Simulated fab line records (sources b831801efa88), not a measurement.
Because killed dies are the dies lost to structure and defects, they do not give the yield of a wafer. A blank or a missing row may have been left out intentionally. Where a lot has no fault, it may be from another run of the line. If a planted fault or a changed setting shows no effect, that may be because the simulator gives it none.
Matching of chambers + flow sky130 + SKY_VIA1_CMP_02 on cmp-02: 4 sister chambers
The step polishes SiO2. 8 wafers are shown with their chamber, then 8 later ones without.

## WAFERS, EACH WITH ITS CHAMBER
| wafer  | chamber | motor_current_A (A) |
|--------|---------|---------------------|
| L081.2 | 2       | 9.6                 |
| L081.4 | 3       | 13.4                |
| L081.5 | 0       | 12.2                |
| L081.6 | 1       | 11.5                |
| L082.1 | 0       | 12.0                |
| L082.2 | 3       | 12.7                |
| L082.3 | 2       | 10.0                |
| L082.4 | 1       | 11.3                |

## WAFERS WITH NO CHAMBER GIVEN
| wafer  | motor_current_A (A) |
|--------|---------------------|
| L082.5 | 10.0                |
| L082.6 | 12.2                |
| L084.1 | 12.2                |
| L084.2 | 13.2                |
| L084.3 | 11.2                |
| L084.4 | 10.3                |
| L084.5 | 12.2                |
| L084.6 | 11.2                |

## WHICH CHAMBER EACH ONE RAN IN
| wafer  | from the rows above     | in truth                   |
|--------|-------------------------|----------------------------|
| L082.5 | 2                       | 2                          |
| L082.6 | 0                       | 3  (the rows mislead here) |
| L084.1 | 0                       | 0                          |
| L084.2 | 3                       | 3                          |
| L084.3 | 1                       | 1                          |
| L084.4 | can't be placed: 2 or 1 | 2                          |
| L084.5 | 0                       | 0                          |
| L084.6 | 1                       | 1                          |
Correct placement for 6 of the 8. These rows do not allow placing 1 (true chamber among the candidates in 1). 1 placed wrongly.
How it was worked out, from the rows above alone: a wafer's distance from a chamber is the root of the sum, over the readings, of the square of ((its reading less the chamber's mean) divided by the reading's scatter). The wafer belongs to the nearest chamber; if the next one is less than 2 further off, it can't be placed. A chamber's mean is the mean of its shown wafers. The scatter: the root of (the sum of the squares of (reading less its chamber's mean) over the shown wafers, divided by (wafers less chambers)).
